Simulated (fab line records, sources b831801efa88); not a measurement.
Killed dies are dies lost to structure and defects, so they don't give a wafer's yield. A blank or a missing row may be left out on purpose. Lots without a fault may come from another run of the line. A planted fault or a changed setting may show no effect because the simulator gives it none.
Which tool did it? | flow sky130 | 11 lots, 33 wafers sampled, at 4 steps of a route of 708

WHAT THE GAUGES READ, wafer by wafer
SKY_SD_N_RS_MEAS_16: measures by four-point-probe.
lot  | measured     | on            | SD_N_RS (ohm/sq)
L811 | day 27 16:07 | film_metro-04 | 68.45 68.42 68.39
L812 | day 27 22:29 | film_metro-02 | 68.52 68.58 68.62
L813 | day 28 01:16 | film_metro-03 | 68.69 68.59 68.73
L814 | day 28 14:20 | film_metro-04 | 68.46 68.53 68.41
L815 | day 28 22:23 | film_metro-04 | 68.71 68.51 68.45
L816 | day 29 14:21 | film_metro-03 | 68.51 68.39 68.39
L825 | day 32 08:42 | film_metro-04 | 70.50 70.62 70.55
L826 | day 32 19:56 | film_metro-02 | 70.79 70.73 70.64
L831 | day 35 18:58 | film_metro-02 | 68.68 68.55 68.45
L832 | day 35 19:44 | film_metro-03 | 68.64 68.59 68.48
L833 | day 36 02:01 | film_metro-03 | 68.46 68.66 68.56

WHICH TOOL RAN EACH LOT (tool, then ch and the chambers of the sampled wafers, then the start)
lot  | SKY_SPACER_ETCHBACK_02             | SKY_POLY_CUT_ETCH_10               | SKY_SD_N_RTA_14
L811 | rie_diel-04 ch 0,1, day 22 15:19   | rie_diel-04 ch 1,2,3, day 23 20:59 | rtp_anneal-02 ch 0, day 27 15:56
L812 | rie_diel-01 ch 1,2,3, day 22 22:35 | rie_diel-04 ch 0,1,2, day 24 04:53 | rtp_anneal-01 ch 0, day 27 22:17
L813 | rie_diel-01 ch 1,2, day 23 03:17   | rie_diel-01 ch 2,3, day 24 08:53   | rtp_anneal-02 ch 0, day 28 01:05
L814 | rie_diel-04 ch 0,1, day 23 16:09   | rie_diel-04 ch 1,2,3, day 24 21:56 | rtp_anneal-01 ch 0, day 28 14:10
L815 | rie_diel-01 ch 1,2, day 24 00:59   | rie_diel-04 ch 0,1,2, day 25 06:50 | rtp_anneal-02 ch 0, day 28 22:12
L816 | rie_diel-02 ch 1,2,3, day 24 17:52 | rie_diel-03 ch 2,3, day 25 23:56   | rtp_anneal-01 ch 0, day 29 14:10
L825 | rie_diel-01 ch 0,1,2, day 27 15:44 | rie_diel-03 ch 0,1,2, day 28 20:23 | rtp_anneal-01 ch 0, day 32 08:31
L826 | rie_diel-02 ch 2,3, day 28 03:00   | rie_diel-04 ch 0,2,3, day 29 07:47 | rtp_anneal-01 ch 0, day 32 19:46
L831 | rie_diel-02 ch 0,3, day 31 06:37   | rie_diel-04 ch 1,3, day 32 09:56   | rtp_anneal-02 ch 0, day 35 18:46
L832 | rie_diel-01 ch 1,2,3, day 31 07:54 | rie_diel-01 ch 0,1,2, day 32 11:17 | rtp_anneal-02 ch 0, day 35 19:33
L833 | rie_diel-01 ch 0,1,3, day 31 14:37 | rie_diel-03 ch 1,2,3, day 32 17:53 | rtp_anneal-02 ch 0, day 36 01:47
- SKY_SPACER_ETCHBACK_02: etches Si3N4 in CH3F/O2, stops on SiO2, time 46.7 s, target depth 45 nm.
- SKY_POLY_CUT_ETCH_10: etches BARC in N2/H2, stops on SiO2, time 45.9 s, target depth 60 nm.
- SKY_SD_N_RTA_14: time 2 s.

THE ANSWER, worked out from the rows above alone
Rule: what is usual is taken from the lots themselves. Put in order of their means at a reading, lots are off if they are a third of the lots or fewer, leave a main group of 4 or more, and stand apart from it by a gap of 3 or more times the standard deviation of the main group's means; of several such gaps the widest counts. A main group whose means are all the same, to the digits that the tables above print for the reading, isn't used. A lot without any number at a reading at which 4 lots or more have one is off too. The other lots that the step has rows for count as sound.
Off: L825, L826, at SKY_SD_N_RS_MEAS_16 (SD_N_RS). The main group: mean 68.53 ohm/sq, standard deviation 0.076.
A tool fits if, at a process step before that reading, it ran every lot that is off, and no sound lot after the first of them. The gauges at SKY_SD_N_RS_MEAS_16 are tried like those tools. One fits: rtp_anneal-01 at SKY_SD_N_RTA_14. Its last sound lot is L816 (day 29 14:10), its first lot that is off L825 (day 32 08:31): a fault that began between those two fits.

WHAT THE SIMULATOR HAD PUT IN
Process parameter drift: rtp_anneal-01, from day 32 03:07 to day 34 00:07, at SKY_SD_N_RTA_14. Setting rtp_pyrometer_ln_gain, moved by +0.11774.
Lots struck among those shown: L825, L826. The rule above found the same.
